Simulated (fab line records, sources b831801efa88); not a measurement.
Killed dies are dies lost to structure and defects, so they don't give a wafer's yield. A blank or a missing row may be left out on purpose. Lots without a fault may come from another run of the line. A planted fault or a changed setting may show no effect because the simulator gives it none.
Which tool did it? | flow gf180mcu | 10 lots, 30 wafers sampled, at 6 steps of a route of 602

WHAT THE GAUGES READ, wafer by wafer
GF_M2_CD_MEAS_14: target cd 280 nm.
lot  | measured     | on        | cd_nm (nm)
L959 | day 19 09:23 | cd_sem-02 | 280.0 279.8 280.5
L962 | day 20 10:26 | cd_sem-02 | 279.5 281.4 281.4
L969 | day 23 06:26 | cd_sem-02 | 279.3 279.7 280.1
L974 | day 24 20:11 | cd_sem-01 | 281.4 280.5 281.8
L975 | day 25 00:59 | cd_sem-01 | 281.5 279.9 281.2
L977 | day 25 17:46 | cd_sem-02 | 279.6 278.9 278.9
L979 | day 26 06:41 | cd_sem-01 | 280.1 279.2 280.2
L980 | day 26 13:54 | cd_sem-02 | 280.3 279.7 280.3
L981 | day 26 23:21 | cd_sem-01 | 279.5 280.1 281.0
L982 | day 27 02:40 | cd_sem-01 | 279.1 279.5 279.3

GF_V2_THK_MEAS_03.
lot  | measured     | on            | V2_CVD_02_THK (nm)
L959 | day 19 10:22 | film_metro-04 | 847 847 862
L962 | day 20 11:29 | film_metro-04 | 831 845 850
L969 | day 23 07:32 | film_metro-02 | 827 823 831
L974 | day 24 21:13 | film_metro-04 | 845 856 842
L975 | day 25 02:00 | film_metro-04 | 839 855 859
L977 | day 25 18:46 | film_metro-02 | 855 838 867
L979 | day 26 07:47 | film_metro-02 | 829 851 849
L980 | day 26 15:01 | film_metro-03 | 821 843 842
L981 | day 27 00:49 | film_metro-04 | 823 834 840
L982 | day 27 03:46 | film_metro-04 | 833 858 857

GF_M3_RS_MEAS_05: measures by four-point-probe.
lot  | measured     | on            | M3_ALCU_RS (ohm/sq)
L959 | day 20 12:40 | film_metro-02 | 0.0690 0.0697 0.0695
L962 | day 21 13:33 | film_metro-04 | 0.0693 0.0691 0.0691
L969 | day 24 08:05 | film_metro-02 | 0.0969 0.0703 0.0699 0.0968 0.0703 0.0700
L974 | day 25 21:35 | film_metro-02 | 0.0695 0.0704 0.0702
L975 | day 26 02:03 | film_metro-01 | 0.0690 0.0697 0.0695
L977 | day 26 18:08 | film_metro-01 | 0.0696 0.0693 0.0695
L979 | day 27 06:51 | film_metro-01 | 0.0693 0.0691 0.0690
L980 | day 27 13:46 | film_metro-02 | 0.0699 0.0698 0.0697
L981 | day 27 23:03 | film_metro-01 | 0.0700 0.0691 0.0687
L982 | day 28 02:45 | film_metro-04 | 0.0701 0.0706 0.0699

GF_M3_THK_MEAS_06: measures by xrf.
lot  | measured     | on            | M3_ALCU_THK (nm)
L959 | day 20 12:46 | film_metro-02 | 454 449 451
L962 | day 21 13:39 | film_metro-04 | 453 455 454
L969 | day 24 15:22 | film_metro-02 | 322 442 442 319 440 441
L974 | day 25 21:41 | film_metro-02 | 448 442 443
L975 | day 26 02:09 | film_metro-01 | 452 445 450
L977 | day 26 18:14 | film_metro-01 | 448 452 447
L979 | day 27 06:58 | film_metro-01 | 451 450 451
L980 | day 27 13:53 | film_metro-02 | 444 445 447
L981 | day 27 23:10 | film_metro-01 | 447 455 456
L982 | day 28 02:51 | film_metro-04 | 452 446 453

WHICH TOOL RAN EACH LOT (tool, then ch and the chambers of the sampled wafers, then the start)
lot  | GF_M3_SPUTTER_02             | GF_M3_SPUTTER_04
L959 | pvd_sputter-04, day 20 12:32 | pvd_sputter-04, day 20 12:35
L962 | pvd_sputter-02, day 21 13:25 | pvd_sputter-02, day 21 13:28
L969 | pvd_sputter-02, day 24 08:00 | pvd_sputter-02, day 24 08:03
L974 | pvd_sputter-01, day 25 21:27 | pvd_sputter-01, day 25 21:31
L975 | pvd_sputter-04, day 26 01:55 | pvd_sputter-04, day 26 01:58
L977 | pvd_sputter-02, day 26 18:01 | pvd_sputter-02, day 26 18:04
L979 | pvd_sputter-02, day 27 06:46 | pvd_sputter-02, day 27 06:49
L980 | pvd_sputter-04, day 27 13:41 | pvd_sputter-04, day 27 13:44
L981 | pvd_sputter-02, day 27 22:58 | pvd_sputter-02, day 27 23:01
L982 | pvd_sputter-01, day 28 02:37 | pvd_sputter-01, day 28 02:40
- GF_M3_SPUTTER_02: material AlCu, target thk 450 nm, time 23.9 s.
- GF_M3_SPUTTER_04: material TiN, target thk 50 nm, time 41.7 s.

WHAT THE TOOLS THEMSELVES READ (means of the sampled wafers that have a number; where no wafer has one, the mark that the record gives instead)
GF_M3_SPUTTER_02.
lot  | tool           | chamber_pressure_pa (Pa) | throttle_valve_pct (%)
L959 | pvd_sputter-04 | 0.4001                   | 28.9
L962 | pvd_sputter-02 | 0.3995                   | 30.3
L969 | pvd_sputter-02 | 0.3999                   | 30.5
L974 | pvd_sputter-01 | 0.4000                   | 29.1
L975 | pvd_sputter-04 | 0.4002                   | 29.6
L977 | pvd_sputter-02 | 0.4013                   | 30.0
L979 | pvd_sputter-02 | 0.3993                   | 30.1
L980 | pvd_sputter-04 | 0.4000                   | 28.9
L981 | pvd_sputter-02 | 0.4001                   | 30.8
L982 | pvd_sputter-01 | 0.4009                   | 29.1

GF_M3_SPUTTER_04.
lot  | tool           | chamber_pressure_pa (Pa) | throttle_valve_pct (%)
L959 | pvd_sputter-04 | 0.4002                   | 28.9
L962 | pvd_sputter-02 | 0.3997                   | 30.5
L969 | pvd_sputter-02 | 0.4002                   | 30.5
L974 | pvd_sputter-01 | 0.3999                   | 29.0
L975 | pvd_sputter-04 | 0.4000                   | 29.6
L977 | pvd_sputter-02 | 0.3988                   | 30.1
L979 | pvd_sputter-02 | 0.4002                   | 30.2
L980 | pvd_sputter-04 | 0.4001                   | 29.0
L981 | pvd_sputter-02 | 0.4003                   | 30.9
L982 | pvd_sputter-01 | 0.4003                   | 29.1

THE ANSWER, worked out from the rows above alone
Rule: what is usual is taken from the lots themselves. Put in order of their means at a reading, lots are off if they are a third of the lots or fewer, leave a main group of 4 or more, and stand apart from it by a gap of 3 or more times the standard deviation of the main group's means; of several such gaps the widest counts. A main group whose means are all the same, to the digits that the tables above print for the reading, isn't used. A lot without any number at a reading at which 4 lots or more have one is off too. The other lots that the step has rows for count as sound. The gauges are gone through in route order, then the tools' own readings, and for those a lot's mean is taken as printed above. The first step at which some lot is off is used, and at that step the reading that is off furthest; a lot without a number counts as furthest.
Off: L969, at GF_M3_RS_MEAS_05 (M3_ALCU_RS). The main group: mean 0.0695 ohm/sq, standard deviation 0.00036.
A tool fits if, at a process step before that reading, it ran every lot that is off, and no sound lot after the first of them. The gauges at GF_M3_RS_MEAS_05 are tried like those tools. None of those tried fits.

WHAT THE SIMULATOR HAD PUT IN
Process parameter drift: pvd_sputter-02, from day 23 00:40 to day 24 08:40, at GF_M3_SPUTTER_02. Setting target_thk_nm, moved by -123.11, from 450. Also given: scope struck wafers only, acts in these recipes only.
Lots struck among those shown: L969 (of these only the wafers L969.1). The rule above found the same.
